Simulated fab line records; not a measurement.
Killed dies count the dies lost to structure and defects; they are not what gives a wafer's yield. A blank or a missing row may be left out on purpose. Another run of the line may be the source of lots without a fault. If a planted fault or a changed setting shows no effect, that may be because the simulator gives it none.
Struck lot and sound lot, side by side | flow gf180mcu | 18 out of 602 route steps
Sound: wafers L213.1, L213.2, L213.4. Struck: wafer L227.1 (L227.3, L227.5, from the same lot, were not struck and are left out); the cause is given at the end.
At each step with rows: each side's tool, then ch and its chambers, then its first start. Under that, the readings that differ: sound wafers | struck wafers | difference of the means | sigmas: that difference in standard deviations of wafers without a fault.
alike: words and numbers the same on both sides, and readings whose means are apart by under 2 such deviations; not compared: readings that were withheld, readings missing a value for some wafer, numbers with overlapping values and no deviation given by the record, and bounds like >300 which may hide the same value.
A row with sigmas, a row that says differs or no value, or rows on one side alone: a step with any of these is where the two part. Non-overlapping numbers with no deviation appear without sigmas and do not part them. A reading missing from all wafers of one side parts the sides only when that side holds two or more wafers.

first, 3 steps without rows for these wafers: GF_V5_EXPOSE_11 (exposes mask Via5, target cd 260 nm); GF_V5_PEB_12 (peb time 90 s); GF_V5_DEVELOP_13 (develop time 60 s).
GF_V5_CD_MEAS_14: target cd 260 nm.
  sound on cd sem-02 at day 27 12:53; struck on cd sem-01 at day 32 02:23
  alike: cd nm
GF_V5_OVL_MEAS_15:
  sound on overlay-01 at day 27 13:01; struck on overlay-01 at day 32 02:31
  alike: V5_OVL
GF_V5_ETCH_16: etches BARC in N2/H2.
  sound on rie diel-01 ch 0,2,3, day 27 13:03; struck on rie diel-01 ch 1, day 32 02:33
  alike: drypump motor current A, oes product au, throttle valve pct
GF_V5_ETCH_17: etches SiO2 in C4F8/O2/Ar, stops on TiN, target depth 855 nm.
  sound: rie diel-01 ch 0,2,3; struck: rie diel-01 ch 1
  alike: oes product au
then, 3 steps without rows for these wafers: GF_V5_STRIP_18 (strips in O2/N2); GF_V5_STRIP_19 (strips in post etch residue remover, time 1200 s); GF_V5_CLEAN_20 (cleans in DIW).
GF_V5_SPUTTER_21: material Ti, target thk 15 nm, time 80.02 s.
  sound on pvd sputter-02 at day 27 13:44; struck on pvd sputter-02 at day 32 03:14
  alike: chamber pressure pa, throttle valve pct
GF_V5_SPUTTER_22: material TiN, target thk 10 nm, time 40 s.
  sound on pvd sputter-02 at day 27 13:48; struck on pvd sputter-02 at day 32 03:18
  alike: chamber pressure pa, throttle valve pct
GF_V5_CVD_23: deposits W, target thk 350 nm, time 104.9 s.
  sound on cvd w-02 ch 0,1, day 27 13:50; struck on cvd w-02 ch 1, day 32 03:20
  reading                          | sound           | struck | difference | sigmas
  model.W_of_V5_CVD_23.thk nm (nm) | 350.1 343.3 348 | 272    | -75        |
  alike: heater power w
GF_V5_RS_MEAS_24: measurement is done with a four-point probe.
  sound on film metro-02 at day 27 13:57; struck on film metro-02 at day 32 03:27
  reading          | sound             | struck | difference | sigmas
  V5_W_RS (ohm/sq) | 0.327 0.334 0.329 | 0.422  | +0.092     | +25
GF_V5_THK_MEAS_25: measures by xrf.
  sound on film metro-02 at day 27 14:04; struck on film metro-02 at day 32 03:34
  reading       | sound       | struck | difference | sigmas
  V5_W_THK (nm) | 340 333 335 | 265    | -71        | -14
GF_V5_CMP_26: polishes, stops on SiO2, t overpolish 15 s, target thk 0 nm.
  sound on cmp-01 ch 1,2,3, day 27 14:08; struck on cmp-01 ch 3, day 32 03:41
  reading                | sound    | struck | difference | sigmas
  time to endpoint s (s) | 87 83 86 | 69     | -16        | -5
  alike: motor current A
GF_TOP_METAL_SPUTTER_00: material Ti, target thk 37.5 nm, time 150 s.
  sound on pvd sputter-04 at day 27 14:26; struck on pvd sputter-01 at day 32 03:56
  alike: chamber pressure pa, throttle valve pct
GF_PASSIVATION_PROBE_99:
  the record holds rows for the sound wafers here (prober-01, day 29 10:41) but none for the struck ones

## WHERE THEY PART
Earliest at GF_V5_RS_MEAS_24; latest, in this record, at GF_PASSIVATION_PROBE_99.

WHY: what had been put in by the simulator
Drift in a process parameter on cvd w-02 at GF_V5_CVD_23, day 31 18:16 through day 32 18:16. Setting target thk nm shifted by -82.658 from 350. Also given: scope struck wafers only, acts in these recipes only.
